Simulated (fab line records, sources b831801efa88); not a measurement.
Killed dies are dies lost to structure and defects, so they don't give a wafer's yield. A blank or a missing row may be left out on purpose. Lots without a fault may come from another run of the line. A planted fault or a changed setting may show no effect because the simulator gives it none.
Which tool did it? | flow sfq_line | 14 lots, 42 wafers sampled, at 5 steps of a route of 325

WHAT THE GAUGES READ, wafer by wafer
SFQ_I2_BOW_MEAS_917.
lot  | measured     | on            | I2_BOW (um)
L783 | day 23 07:11 | film_metro-02 | 18 8 14
L784 | day 23 23:53 | film_metro-04 | 5 -3 2
L785 | day 24 02:53 | film_metro-02 | 6 -5 7
L787 | day 24 23:56 | film_metro-03 | 13 -2 -3
L788 | day 25 17:54 | film_metro-04 | 3 11 12
L789 | day 31 08:38 | film_metro-03 | 11 12 7
L790 | day 31 16:34 | film_metro-04 | -11 -1 9
L797 | day 35 20:15 | film_metro-04 | 5 3 14
L798 | day 36 03:47 | film_metro-03 | 7 12 13
L800 | day 37 03:49 | film_metro-02 | 0 4 -4
L801 | day 37 09:49 | film_metro-03 | 8 -1 -8
L802 | day 37 21:49 | film_metro-02 | 14 0 8
L803 | day 38 05:11 | film_metro-02 | 19 23 8
L806 | day 39 15:11 | film_metro-03 | 6 0 4

WHICH TOOL RAN EACH LOT (tool, then ch and the chambers of the sampled wafers, then the start)
lot  | SFQ_TRILAYER_L0_STRIP_STRIP_009  | SFQ_TRILAYER_I1_CMP_CMP_046   | SFQ_TRILAYER_I1_METRO_MEASURE_047 | SFQ_TRILAYER_I1_VIA_ETCH_VIA_ETCH_052
L783 | rie_metal-03 ch 0,1, day 4 04:55 | cmp-01 ch 2,3, day 16 02:26   | film_metro-04, day 16 05:34       | rie_diel-04 ch 0,1, day 16 09:05
L784 | rie_metal-02 ch 0,1, day 4 10:55 | cmp-01 ch 0,1,2, day 16 08:56 | film_metro-04, day 16 11:34       | rie_diel-01 ch 1,2,3, day 22 17:57
L785 | rie_metal-01 ch 0,1, day 4 19:19 | cmp-01 ch 0,2,3, day 16 13:51 | film_metro-04, day 16 16:58       | rie_diel-04 ch 0,1,2, day 22 21:33
L787 | rie_metal-03 ch 1, day 5 08:02   | cmp-02 ch 0,1, day 17 19:22   | film_metro-03, day 17 23:05       | rie_diel-03 ch 0,1,3, day 23 19:13
L788 | rie_metal-02 ch 0,1, day 5 15:05 | cmp-01 ch 0,2,3, day 18 10:05 | film_metro-04, day 18 12:25       | rie_diel-01 ch 0,1, day 24 11:57
L789 | rie_metal-01 ch 0,1, day 5 21:17 | cmp-02 ch 0,2,3, day 19 04:07 | film_metro-03, day 19 06:38       | rie_diel-03 ch 1,2, day 25 03:33
L790 | rie_metal-02 ch 0,1, day 6 01:53 | cmp-02 ch 0,1,2, day 19 10:05 | film_metro-03, day 19 12:13       | rie_diel-03 ch 1,3, day 25 07:09
L797 | rie_metal-02 ch 0,1, day 7 13:56 | cmp-02 ch 0,1, day 27 15:01   | film_metro-01, day 27 18:44       | rie_diel-04 ch 0,2,3, day 34 05:48
L798 | rie_metal-01 ch 0,1, day 7 19:41 | cmp-02 ch 0,1,2, day 27 23:31 | film_metro-01, day 28 02:08       | rie_diel-04 ch 0,1,3, day 34 14:12
L800 | rie_metal-01 ch 0,1, day 8 07:49 | cmp-01 ch 0,1, day 28 17:03   | film_metro-04, day 28 20:22       | rie_diel-03 ch 0,1,3, day 35 11:44
L801 | rie_metal-01 ch 0,1, day 8 13:49 | cmp-01 ch 0,1,3, day 28 20:03 | film_metro-03, day 28 23:22       | rie_diel-01 ch 0,2,3, day 35 15:20
L802 | rie_metal-01 ch 0, day 8 20:55   | cmp-01 ch 1,2,3, day 29 03:07 | film_metro-01, day 29 05:56       | rie_diel-04 ch 1,2,3, day 35 21:27
L803 | rie_metal-02 ch 0,1, day 9 02:55 | cmp-01 ch 0,1,2, day 29 11:01 | film_metro-01, day 29 14:08       | rie_diel-04 ch 0,2,3, day 36 07:03
L806 | rie_metal-03 ch 1, day 9 23:59   | cmp-02 ch 0,1,2, day 30 23:35 | film_metro-04, day 31 02:43       | rie_diel-04 ch 1,2,3, day 37 14:15
- SFQ_TRILAYER_L0_STRIP_STRIP_009: strips in O2.
- SFQ_TRILAYER_I1_CMP_CMP_046: polishes SiO2.
- SFQ_TRILAYER_I1_METRO_MEASURE_047
- SFQ_TRILAYER_I1_VIA_ETCH_VIA_ETCH_052: etches SiO2 in CHF3, stops on Nb, target depth 260 nm.

WHAT THE TOOLS THEMSELVES READ (means of the sampled wafers that have a number; where no wafer has one, the mark that the record gives instead)
SFQ_TRILAYER_L0_STRIP_STRIP_009.
lot  | tool         | drypump_motor_current_A (A) | oes_product_au (a.u.)
L783 | rie_metal-03 | 6.4                         | 0.990
L784 | rie_metal-02 | 5.6                         | 1.000
L785 | rie_metal-01 | 6.0                         | 1.004
L787 | rie_metal-03 | 6.4                         | 0.986
L788 | rie_metal-02 | 5.6                         | 0.997
L789 | rie_metal-01 | 6.0                         | 1.002
L790 | rie_metal-02 | 5.6                         | 1.003
L797 | rie_metal-02 | 5.6                         | 0.993
L798 | rie_metal-01 | 5.9                         | 1.006
L800 | rie_metal-01 | 6.0                         | 1.002
L801 | rie_metal-01 | 5.9                         | 0.995
L802 | rie_metal-01 | 5.9                         | 0.996
L803 | rie_metal-02 | 5.6                         | 0.997
L806 | rie_metal-03 | 6.4                         | 0.986

SFQ_TRILAYER_I1_CMP_CMP_046.
lot  | tool   | motor_current_A (A) | time_to_endpoint_s (s)
L783 | cmp-01 | 9.3                 | 212
L784 | cmp-01 | 10.3                | 213
L785 | cmp-01 | 9.9                 | 213
L787 | cmp-02 | 9.1                 | 223
L788 | cmp-01 | 9.7                 | 213
L789 | cmp-02 | 10.1                | 219
L790 | cmp-02 | 9.7                 | 217
L797 | cmp-02 | 9.3                 | 242
L798 | cmp-02 | 9.5                 | 232
L800 | cmp-01 | 10.8                | 208
L801 | cmp-01 | 10.6                | 215
L802 | cmp-01 | 10.3                | 214
L803 | cmp-01 | 10.4                | 217
L806 | cmp-02 | 9.5                 | 205

SFQ_TRILAYER_I1_METRO_MEASURE_047.
lot  | tool          | thk_nm (nm)
L783 | film_metro-04 | 199.4
L784 | film_metro-04 | 200.6
L785 | film_metro-04 | 199.3
L787 | film_metro-03 | 200.3
L788 | film_metro-04 | 198.7
L789 | film_metro-03 | 200.2
L790 | film_metro-03 | 200.3
L797 | film_metro-01 | 166.7
L798 | film_metro-01 | 183.4
L800 | film_metro-04 | 199.4
L801 | film_metro-03 | 199.0
L802 | film_metro-01 | 199.1
L803 | film_metro-01 | 199.9
L806 | film_metro-04 | 199.4

SFQ_TRILAYER_I1_VIA_ETCH_VIA_ETCH_052.
lot  | tool        | drypump_motor_current_A (A) | oes_product_au (a.u.)
L783 | rie_diel-04 | 6.0                         | 0.851
L784 | rie_diel-01 | 5.6                         | 0.859
L785 | rie_diel-04 | 6.0                         | 0.852
L787 | rie_diel-03 | 5.7                         | 0.858
L788 | rie_diel-01 | 5.4                         | 0.854
L789 | rie_diel-03 | 5.8                         | 0.856
L790 | rie_diel-03 | 6.0                         | 0.856
L797 | rie_diel-04 | 5.7                         | 0.777
L798 | rie_diel-04 | 5.7                         | 0.812
L800 | rie_diel-03 | 5.6                         | 0.851
L801 | rie_diel-01 | 5.7                         | 0.853
L802 | rie_diel-04 | 6.0                         | 0.856
L803 | rie_diel-04 | 5.8                         | 0.854
L806 | rie_diel-04 | 6.0                         | 0.851

THE ANSWER, worked out from the rows above alone
Rule: what is usual is taken from the lots themselves. Put in order of their means at a reading, lots are off if they are a third of the lots or fewer, leave a main group of 4 or more, and stand apart from it by a gap of 3 or more times the standard deviation of the main group's means; of several such gaps the widest counts. A main group whose means are all the same, to the digits that the tables above print for the reading, isn't used. A lot without any number at a reading at which 4 lots or more have one is off too. The other lots that the step has rows for count as sound. The gauges are gone through in route order, then the tools' own readings, and for those a lot's mean is taken as printed above. The first step at which some lot is off is used, and at that step the reading that is off furthest; a lot without a number counts as furthest.
Off: L797, L798, at SFQ_TRILAYER_I1_METRO_MEASURE_047 (thk_nm). The main group: mean 199.6 nm, standard deviation 0.58.
A tool fits if, at that step or a process step before it, it ran every lot that is off, and no sound lot after the first of them. None of those tried fits.

WHAT THE SIMULATOR HAD PUT IN
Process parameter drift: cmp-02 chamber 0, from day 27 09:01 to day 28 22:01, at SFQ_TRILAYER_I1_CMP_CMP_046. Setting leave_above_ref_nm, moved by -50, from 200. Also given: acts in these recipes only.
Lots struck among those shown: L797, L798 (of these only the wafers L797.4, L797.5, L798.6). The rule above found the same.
